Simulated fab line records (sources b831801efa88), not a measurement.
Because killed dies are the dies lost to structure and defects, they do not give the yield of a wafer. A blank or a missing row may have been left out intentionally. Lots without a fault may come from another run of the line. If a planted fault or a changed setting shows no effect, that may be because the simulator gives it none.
fab line records    flow sky130
record: lots: 4  wafers: 12  lastDay: 50
route steps=708 shown METAL4@627 VIA4@639 METAL5@661 PAD_OPEN@708
lots with no fault: from the same line, run without faults
startH: start of the lot's first displayed wafer, in hours after the record's first day    waitH: time in hours since the lot's previous step    " repeats the value in the row above    L1.1+2: one row covering several wafers at once    - either no value or no given start    * or withheld: withheld    < > ~ a bound
route shown NAME@n: NAME is a module with steps in the file, n the number in the route of the first one    usual: the fault-free wafers' mean and standard deviation    same: alike in all rows    chamber/n: place in a boat    sites: per-site readings    _std_site: standard deviation across them    _edge_site: outer sites' mean less inner sites'    radiusMm: how far each site lies from the wafer's centre    mask NAME#n: copy n    behind: the tool/chamber that last shaped the wafer    hold: reason for holding the lot/hours on hold/outcome of the hold    device: the n, p or np transistor that did not switch    end of line: the tests these same wafers got at the end of their route    where a step has no rows: the recipe by itself    killed: the dies lost at the first sort to structure and to defects; this is not the yield of the wafer    map: dies across one wafer; x = killed, . = not, _ = none there
set.NAME: the setting as run; set.NAME@STEP: as run at that earlier step    model.NAME: the simulator's own value behind a step, which no gauge read
a table for each step, a row for each wafer; lots at some steps of the route
services: the hour from which a tool's chamber was out of use, counted from the record's first day as startH (under 0 if before that day), plus the number of hours and why
== steps ==
step: SKY_METAL4_PEB_11
recipe: pebTempC: withheld  pebTimeS: withheld  resist: KrF-thick
step: SKY_METAL4_DEVELOP_12
recipe: developTimeS: 60  resist: KrF-thick  devTempC: 21
step: SKY_METAL4_DESCUM_15
recipe: chemistry: O2  sourcePowerW: 150  biasPowerW: 0  pressureMtorr: 10  tempC: 40  timeS: 8
step: SKY_METAL4_ETCH_16
recipe: chemistry: N2/H2  target: BARC  ionEnergyEv: 200  biasW: 100  pressureMtorr: 30  n2FlowSccm: 100  h2FlowSccm: 200  icpW: 500  stopOn: SiO2  timeS: 88.2  targetDepthA: 600
step: SKY_METAL4_ETCH_17
recipe: target: SiO2  stopOn: TiN  chemistry: C4F8/O2/Ar  sourceW: 1500  biasW: 1200  pressureMtorr: 40  c4f8FlowSccm: withheld  O2_flow_sccm: 6  Ar_flow_sccm: 300  timeS: 3.9  targetDepthA: 150
step: SKY_METAL4_METAL_ETCH_18
recipe: targetDepthA: 8450  stopOn: SiO2  overEtchFrac: 0.3  timeS: 183.1  chemistry: Cl2/BCl3  resistSidewallDeg: 88  pressureMtorr: 10  icpW: 900  biasW: 48.5  Cl2_flow_sccm: 60  bcl3FlowSccm: 30
step: SKY_METAL4_STRIP_19
recipe: chemistry: O2/N2  powerW: 1400  pressureMtorr: 1500  platenTempC: withheld  o2FlowSccm: 3000  n2FlowSccm: 300  overashFraction: 0.5
step: SKY_METAL4_STRIP_20
recipe: chemistry: postEtchResidueRemover  timeS: 1200  tempC: 72.5
step: SKY_METAL4_CLEAN_21
recipe: chemistry: IPA  timeS: 180  tempC: 25
step: SKY_METAL4_CLEAN_22
recipe: chemistry: O3/DIW  dry: n2Spin
step: SKY_VIA4_HDPCVD_00
recipe: material: SiO2  targetThkNm: 1750  sigmaOpenFrac: 0.3  timeS: 291.7  tempC: 400  sih4FlowSccm: 60  pressureMtorr: 6
lot.wafer  tool       chamber  startH   waitH  model.SiO2_of_VIA4_HDPCVD_00.thkNm
L377.3     hdpcvd-01  0        1058.96  0.1    530.5
L377.5     "          0        "        "      531.2
L377.6     "          2        "        "      505.3
L378.1     hdpcvd-01  2        1063.98  0.0    484.2
L378.2     "          0        "        "      521.2
L378.4     "          0        "        "      508.5
L390.2     hdpcvd-02  2        1134.79  0.0    1751
L390.4     "          0        "        "      1774
L390.5     "          1        "        "      1743
L389.1+3   hdpcvd-01  1,2      1138.53  0.0    1704
L389.2     "          0        "        "      1732
step: SKY_VIA4_THK_MEAS_01
recipe: reads: SiO2_of_VIA4_HDPCVD_00
usual: VIA4_HDPCVD_THK: 1741/20
lot.wafer  tool          chamber  startH   waitH  VIA4_HDPCVD_THK[nm]
L377.3     filmMetro-01  -        1059.16  0.1    530
L377.5     "             -        "        "      531
L377.6     "             -        "        "      505
L378.1     filmMetro-02  -        1064.25  0.2    484
L378.2     "             -        "        "      521
L378.4     "             -        "        "      508
L390.2     filmMetro-02  -        1134.98  0.1    1751
L390.4     "             -        "        "      1774
L390.5     "             -        "        "      1741
L389.1     filmMetro-04  -        1138.71  0.1    1705
L389.2     "             -        "        "      1733
L389.3     "             -        "        "      1705
step: SKY_VIA4_CMP_02
recipe: material: SiO2  downForcePsi: 4  platenRpm: 60  padVelocityMS: 0.94248
step: SKY_VIA4_DEHYDRATE_04
recipe: tempC: 200  timeS: 60
step: SKY_VIA4_HMDS_05
recipe: primeTimeS: 60  primeTempC: 120
step: SKY_VIA4_COAT_06
recipe: resist: NOVOLAK  spinRpm: 3000  resistThkNm: 1140
step: SKY_VIA4_SOFTBAKE_07
recipe: tempC: 90  timeS: 60  resist: NOVOLAK
step: SKY_VIA4_EXPOSE_08
recipe: maskId: VIM4  na: 0.6  sourceShape: conventional  sigmaOuter: 0.6  polarization: unpolarized  targetCdNm: 800  doseMj: 132
step: SKY_VIA4_PEB_09
recipe: tempC: withheld  timeS: *  resist: NOVOLAK
step: SKY_VIA4_DEVELOP_10
recipe: resist: NOVOLAK  developer: TMAH  developTimeS: 60  devTempC: 23
step: SKY_VIA4_ETCH_12
recipe: target: SiO2  chemistry: C4F8/O2/Ar  stopOn: TiN  maskMaterial: NOVOLAK  sourceW: 1500  biasW: 1200  pressureMtorr: 40  c4f8FlowSccm: withheld  O2_flow_sccm: 6  Ar_flow_sccm: 300  timeS: withheld  targetDepthA: 5800
usual: oesProductAu: 0.926/0.0046
lot.wafer  tool        chamber  startH   waitH  oesProductAu  model.etch.depthNm  model.VIA4.featureDepthNm
L377.3     rieDiel-01  2        1081.13  0.0    0.877         530.5               530.5
L377.5     "           1        "        "      0.876         531.2               531.2
L377.6     "           2        "        "      0.850         505.3               505.3
L378.1     rieDiel-04  1        1085.01  0.0    0.831         484.2               484.2
L378.2     "           0        "        "      0.871         521.2               521.2
L378.4     "           2        "        "      0.865         508.5               508.5
L390.2     rieDiel-04  2        1154.03  0.0    0.914         579.1               579.1
L390.4     "           3        "        "      0.929         581.5               581.5
L390.5     "           3        "        "      0.930         579.3               579.3
L389.1     rieDiel-01  0        1157.28  0.0    0.933         581.4               581.4
L389.2     "           3        "        "      0.934         582.1               582.1
L389.3     "           1        "        "      0.928         580.7               580.7
step: SKY_VIA4_STRIP_13
recipe: chemistry: O2/N2  powerW: 1400  pressureMtorr: 1500  platenTempC: withheld  o2FlowSccm: 3000  n2FlowSccm: 300  overashFraction: 0.5
step: SKY_VIA4_STRIP_14
recipe: chemistry: postEtchResidueRemover  timeS: 1200  tempC: 72.5
step: SKY_VIA4_CLEAN_15
recipe: chemistry: IPA  timeS: 180  tempC: 25
step: SKY_VIA4_CLEAN_16
recipe: chemistry: O3/DIW  dry: n2Spin
step: SKY_VIA4_SPUTTER_17
recipe: material: TiN  targetThkNm: 20  chamberPressurePa: 5  powerW: 4000  timeS: 80
step: SKY_VIA4_CVD_18
recipe: material: W  targetThkNm: 505  timeS: 152.14  tempC: 400  pressureTorr: 40
step: SKY_VIA4_CMP_21
recipe: stopOn: SiO2  tOverpolishS: 25  downForcePsi: 3.5  platenRpm: 60  targetThkNm: 0  padVelocityMS: 0.94248
step: SKY_METAL5_SPUTTER_00
recipe: material: Ti  targetThkNm: 15  powerW: 3000  timeS: 10  chamberPressurePa: 0.4
step: SKY_METAL5_SPUTTER_01
recipe: material: TiN  targetThkNm: 20  powerW: 6500  timeS: 16.7  chamberPressurePa: 0.4
step: SKY_METAL5_SPUTTER_02
recipe: material: AlCu  targetThkNm: 1150  powerW: 10600  timeS: 61.2  chamberPressurePa: 0.4
step: SKY_METAL5_SPUTTER_03
recipe: material: Ti  targetThkNm: 5  powerW: 3000  timeS: 3.3  chamberPressurePa: 0.4
step: SKY_METAL5_SPUTTER_04
recipe: material: TiN  targetThkNm: 70  powerW: 6500  timeS: 58.3  chamberPressurePa: 0.4
step: SKY_METAL5_DEHYDRATE_07
recipe: tempC: 200  timeS: 60
step: SKY_METAL5_METAL_ETCH_15
recipe: targetDepthA: 12600  stopOn: SiO2  overEtchFrac: 0.2  timeS: 252  chemistry: Cl2/BCl3  resistSidewallDeg: 86  pressureMtorr: 10  icpW: 900  biasW: 48.5  Cl2_flow_sccm: 60  bcl3FlowSccm: 30
usual: drypumpMotorCurrentA: 5.3/0.41  oesProductAu: 0.893/0.0045  throttleValvePct: 22.265/0.0093
lot.wafer  tool         chamber  startH   waitH  drypumpMotorCurrentA  oesProductAu  rfHoursCounterH  throttleValvePct  model.SiO2_of_VIA4_HDPCVD_00.thkNm
L377.3     rieMetal-01  1        1103.64  0.1    4.8                   0.891         -                22.258            500
L377.5     "            0        "        "      5.3                   0.900         -                22.258            500.7
L377.6     "            1        "        "      4.8                   0.896         -                22.251            474.7
L378.1     rieMetal-04  0        1107.71  0.0    5.3                   0.887         17               22.265            452.6
L378.2     "            1        "        "      5.3                   0.892         19               22.281            490.6
L378.4     "            0        "        "      5.3                   0.893         -                22.260            477
L390.2     rieMetal-04  1        1173.36  0.0    5.3                   0.895         24               22.264            549
L390.4     "            0        "        "      5.2                   0.893         -                22.251            550.1
L390.5     "            1        "        "      5.3                   0.896         -                22.292            549
L389.1     rieMetal-01  1        1176.81  0.0    4.8                   0.891         17               22.259            550.7
L389.2     "            0        "        "      5.3                   0.898         28               22.262            551.4
L389.3     "            1        "        "      4.8                   0.889         -                22.274            549.7
step: SKY_PAD_OPEN_PROBE_99
usual: defectLimitedYield: 82.5/2  killed_at_M0_to_M3: 44/7.4  killed_at_M4_up: 3.0/1.8  killedAtContacts: 24/5.1  killedAtFrontEnd: 15/4.3  killedAtOther: 0.3/0.54  killedDies: 86/9.9  killedOnRim: 17/3.9  killedOpen: 47/7.1  killedShort: 38/6.7
same: grossDies: 492  killedAtBackSide: 0
lot.wafer  tool       chamber  startH   waitH  defectLimitedYield[%]  killed_at_M0_to_M3  killed_at_M4_up  killedAtContacts  killedAtFrontEnd  killedAtOther  killedDies  killedOnRim  killedOpen  killedShort  model.etest.tester.sortNPass  model.etest.tester.sortYieldPct  model.etest.tester.sort_bin_3_pct  model.etest.met5Comb.leakLog10AUm  model.etest.tester.sort_bin_8_pct
L377.3     prober-02  -        1145.85  0.2    79.9                   49                  3                28                19                0              99          16           57          42           218                           44.31                            36.38                              -7.098                             0.001318
L377.5     prober-02  -        1145.95  0.2    83.1                   46                  3                24                10                0              83          20           43          40           220                           44.72                            39.23                              -7.056                             0.001034
L377.6     prober-02  -        1146.00  0.2    82.9                   33                  3                37                11                0              84          19           54          30           207                           42.07                            41.46                              -6.982                             0.0001857
L378.1     prober-01  -        1149.48  0.1    82.1                   34                  10               30                14                0              88          19           46          42           215                           43.7                             39.23                              -6.888                             1.436e-05
L378.2     prober-01  -        1149.53  0.1    81.1                   47                  4                24                18                0              93          14           53          40           220                           44.72                            37.6                               -7.034                             4.626e-07
L378.4     prober-01  -        1149.63  0.2    83.7                   47                  6                21                6                 0              80          15           41          39           223                           45.33                            38.61                              -7.113                             5.084e-05
L390.2     prober-02  -        1208.69  0.1    84.1                   32                  7                19                20                0              78          20           45          33           414                           84.15                            0.6098                             -12                                0
L390.4     prober-02  -        1208.79  0.2    79.1                   53                  3                31                16                0              103         17           67          36           389                           79.06                            0.6098                             -12.09                             0
L390.5     prober-02  -        1208.84  0.2    81.3                   48                  0                25                19                0              92          11           43          49           400                           81.3                             1.626                              -12.03                             0
L389.1     prober-02  -        1211.64  0.1    81.3                   55                  1                26                10                0              92          13           52          40           400                           81.3                             1.016                              -12.03                             0
L389.2     prober-02  -        1211.69  0.1    82.9                   51                  4                15                13                1              84          16           55          29           408                           82.93                            1.22                               -12.08                             0
L389.3     prober-02  -        1211.74  0.2    81.9                   44                  5                26                14                0              89          20           47          42           403                           81.91                            0.813                              -12.11                             0
killed by level:class
L377.3 VIA2:geometricParticle:open=12 VIA1:geometricParticle:open=10 LI_CONTACT:geometricParticle:open=9 POLY_GATE:geometricParticle:short=7 CONTACT:geometricParticle:short=6 POLY_GATE:geometricParticle:open=6 LI_CONTACT:geometricParticle:short=5 CONTACT:geometricParticle:open=5
L377.5 CONTACT:geometricParticle:open=10 CONTACT:geometricParticle:short=8 VIA1:geometricParticle:open=8 VIA2:geometricParticle:open=8 METAL1:geometricParticle:short=7 VIA1:geometricParticle:short=5 VIA3:geometricParticle:open=5 POLY_GATE:geometricParticle:short=4
L377.6 CONTACT:geometricParticle:open=16 LI_CONTACT:geometricParticle:open=9 VIA1:geometricParticle:open=9 LOCAL_INTERCONNECT:geometricParticle:short=6 VIA3:geometricParticle:open=5 VIA1:geometricParticle:short=4 FIELD_ISO:geometricParticle:open=3 CONTACT:geometricParticle:short=3
L378.1 VIA1:geometricParticle:open=11 CONTACT:geometricParticle:open=8 METAL4:geometricParticle:short=7 LI_CONTACT:geometricParticle:open=6 CONTACT:geometricParticle:short=6 VIA2:geometricParticle:open=6 FIELD_ISO:geometricParticle:short=4 LI_CONTACT:geometricParticle:short=4
L378.2 CONTACT:geometricParticle:open=12 VIA1:geometricParticle:open=10 METAL1:geometricParticle:short=9 VIA3:geometricParticle:open=7 METAL2:geometricParticle:short=6 POLY_GATE:geometricParticle:short=5 LI_CONTACT:geometricParticle:open=5 FIELD_ISO:geometricParticle:open=4
L378.4 VIA3:geometricParticle:open=10 METAL2:geometricParticle:short=9 CONTACT:geometricParticle:open=6 VIA1:geometricParticle:open=6 VIA2:geometricParticle:open=5 LI_CONTACT:geometricParticle:open=5 VIA1:geometricParticle:short=4 CONTACT:geometricParticle:short=4
L390.2 VIA1:geometricParticle:open=10 CONTACT:geometricParticle:open=8 FIELD_ISO:geometricParticle:open=7 VIA2:geometricParticle:open=6 METAL4:geometricParticle:short=6 LI_CONTACT:geometricParticle:open=5 FIELD_ISO:geometricParticle:short=4 SPACER:geometricParticle:short=4
L390.4 VIA1:geometricParticle:open=23 CONTACT:geometricParticle:open=14 LI_CONTACT:geometricParticle:open=7 LOCAL_INTERCONNECT:geometricParticle:short=6 VIA1:geometricParticle:short=6 METAL1:geometricParticle:short=5 POLY_GATE:geometricParticle:open=4 SPACER:geometricParticle:short=4
L390.5 VIA1:geometricParticle:open=10 METAL2:geometricParticle:short=10 CONTACT:geometricParticle:short=7 CONTACT:geometricParticle:open=7 FIELD_ISO:geometricParticle:short=6 VIA3:geometricParticle:open=6 LOCAL_INTERCONNECT:geometricParticle:short=5 VIA1:geometricParticle:short=5
L389.1 VIA1:geometricParticle:open=12 CONTACT:geometricParticle:open=12 METAL2:geometricParticle:short=9 VIA1:geometricParticle:short=8 LI_CONTACT:geometricParticle:open=6 VIA3:geometricParticle:open=6 VIA2:geometricParticle:open=5 CONTACT:geometricParticle:short=4
L389.2 VIA3:geometricParticle:open=14 VIA1:geometricParticle:open=10 VIA2:geometricParticle:open=9 CONTACT:geometricParticle:open=6 FIELD_ISO:geometricParticle:short=4 POLY_GATE:geometricParticle:open=4 LI_CONTACT:geometricParticle:open=4 METAL3:geometricParticle:short=4
L389.3 VIA1:geometricParticle:open=14 CONTACT:geometricParticle:open=8 FIELD_ISO:geometricParticle:short=7 LI_CONTACT:geometricParticle:open=7 METAL1:geometricParticle:short=6 VIA3:geometricParticle:open=6 CONTACT:geometricParticle:short=5 METAL2:geometricParticle:open=5
== services ==
tool         chamber  startH   hours  kind
rieMetal-01  -        1040.47  2.8    pm
rieDiel-01   -        1046.35  0.6    repair
rieDiel-01   0        1052.26  5.7    repair
hdpcvd-01    1        1055.78  10.0   repair
hdpcvd-01    0        1064.86  7.5    repair
rieDiel-04   2        1094.87  12.6   repair
rieDiel-01   3        1103.37  3.7    repair
hdpcvd-02    2        1148.23  5.1    repair
== key ==
firstSign: step: SKY_VIA4_THK_MEAS_01  reading: VIA4_HDPCVD_THK  direction: down  sigmas: 61  usual: 1741  struck: 513
effect: step: SKY_VIA4_ETCH_12  reading: oesProductAu  direction: down  sigmas: 14  usual: 0.926  struck: 0.862
modelEffect: step: SKY_VIA4_HDPCVD_00  value: SiO2_of_VIA4_HDPCVD_00.thkNm  without: 1742  struck: 513.5
modelEffect: step: SKY_VIA4_ETCH_12  value: etch.depthNm  without: 580.1  struck: 513.5
modelEffect: step: SKY_METAL5_METAL_ETCH_15  value: SiO2_of_VIA4_HDPCVD_00.thkNm  without: 549.2  struck: 482.6
modelEffect: step: SKY_PAD_OPEN_PROBE_99  value: etest.tester.sortNPass  without: 404.2  struck: 217.2
metAt SKY_VIA4_HDPCVD_00
struckWafers L377.3,L377.5,L377.6,L378.1,L378.2,L378.4
fault: kind: processParameterDrift  tool: hdpcvd-01  chamber: -  onsetH: 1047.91  steps: SKY_VIA4_HDPCVD_00  channel: targetThkNm  offset: -1228.6  shape: step  endH: 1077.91  actsIn: theseRecipesOnly  stated: 1750
